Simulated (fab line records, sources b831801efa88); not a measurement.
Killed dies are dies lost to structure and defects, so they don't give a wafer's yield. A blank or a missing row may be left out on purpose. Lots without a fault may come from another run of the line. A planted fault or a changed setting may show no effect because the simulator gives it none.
Split-lot experiment | flow gf180mcu | 5 lots, 23 wafers read, on a route of 602 steps

THE SPLIT
At GF_MVPSD_STRIP_10 (strips in O2/N2), the setting pressure_mtorr was moved away from the recipe's 1500 mTorr on 15 of the 23 wafers read, by -5.0% to +11.1%. The other wafers ran this setting at the recipe's value.

The reading is taken at the split's own step.

THE READING
oes_product_au, in a.u., at GF_MVPSD_STRIP_10 (strips in O2/N2). Fault-free wafers of this fab line usually give 0.722 a.u., standard deviation 0.0038 a.u..

wafer  | tool, chamber at the split | pressure_mtorr as run, mTorr | against the recipe | oes_product_au, a.u. | against lot-mates on the recipe
L074.1 | plasma_asher-04, 1         | 1581                         | +5.4%              | 0.728                | no lot-mate on the recipe
L074.2 | plasma_asher-04, 0         | 1581                         | +5.4%              | 0.732                | no lot-mate on the recipe
L074.3 | plasma_asher-04, 1         | 1581                         | +5.4%              | 0.723                | no lot-mate on the recipe
L074.4 | plasma_asher-04, 0         | 1581                         | +5.4%              | 0.724                | no lot-mate on the recipe
L074.5 | plasma_asher-04, 1         | 1581                         | +5.4%              | 0.730                | no lot-mate on the recipe
L076.2 | plasma_asher-02, 0         | 1500                         | recipe             | 0.718                | -
L076.3 | plasma_asher-02, 0         | 1500                         | recipe             | 0.721                | -
L076.6 | plasma_asher-02, 1         | 1500                         | recipe             | 0.722                | -
L077.1 | plasma_asher-02, 0         | 1425                         | -5.0%              | 0.711                | no lot-mate on the recipe
L077.3 | plasma_asher-02, 1         | 1425                         | -5.0%              | 0.712                | no lot-mate on the recipe
L077.4 | plasma_asher-02, 0         | 1425                         | -5.0%              | 0.712                | no lot-mate on the recipe
L077.5 | plasma_asher-02, 1         | 1425                         | -5.0%              | 0.713                | no lot-mate on the recipe
L077.6 | plasma_asher-02, 0         | 1425                         | -5.0%              | 0.715                | no lot-mate on the recipe
L082.2 | plasma_asher-01, 1         | 1500                         | recipe             | 0.732                | -
L082.3 | plasma_asher-01, 0         | 1500                         | recipe             | 0.720                | -
L082.4 | plasma_asher-01, 1         | 1500                         | recipe             | 0.718                | -
L082.5 | plasma_asher-01, 0         | 1500                         | recipe             | 0.713                | -
L082.6 | plasma_asher-01, 1         | 1500                         | recipe             | 0.730                | -
L084.1 | plasma_asher-02, 0         | 1667                         | +11.1%             | 0.738                | no lot-mate on the recipe
L084.2 | plasma_asher-02, 1         | 1667                         | +11.1%             | 0.736                | no lot-mate on the recipe
L084.3 | plasma_asher-02, 0         | 1667                         | +11.1%             | 0.737                | no lot-mate on the recipe
L084.4 | plasma_asher-02, 1         | 1667                         | +11.1%             | 0.736                | no lot-mate on the recipe
L084.5 | plasma_asher-02, 1         | 1667                         | +11.1%             | 0.732                | no lot-mate on the recipe

THE FIT
A straight line over all 23 wafers: oes_product_au changes by +0.00138 a.u. for each +1% of pressure_mtorr; r = +0.89; the points scatter about the line by 0.0043 a.u..
Too few moved wafers have a lot-mate on the recipe to fit a line with each lot's own level taken away.
Tool readings at the split's step, against how far the setting was moved: oes_product_au r = +0.89; strip_time_to_endpoint_s r = +0.08.

THE FILE'S OWN FIT
oes_product_au changes by +0.00138 a.u. for each +1% of pressure_mtorr, r = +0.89.
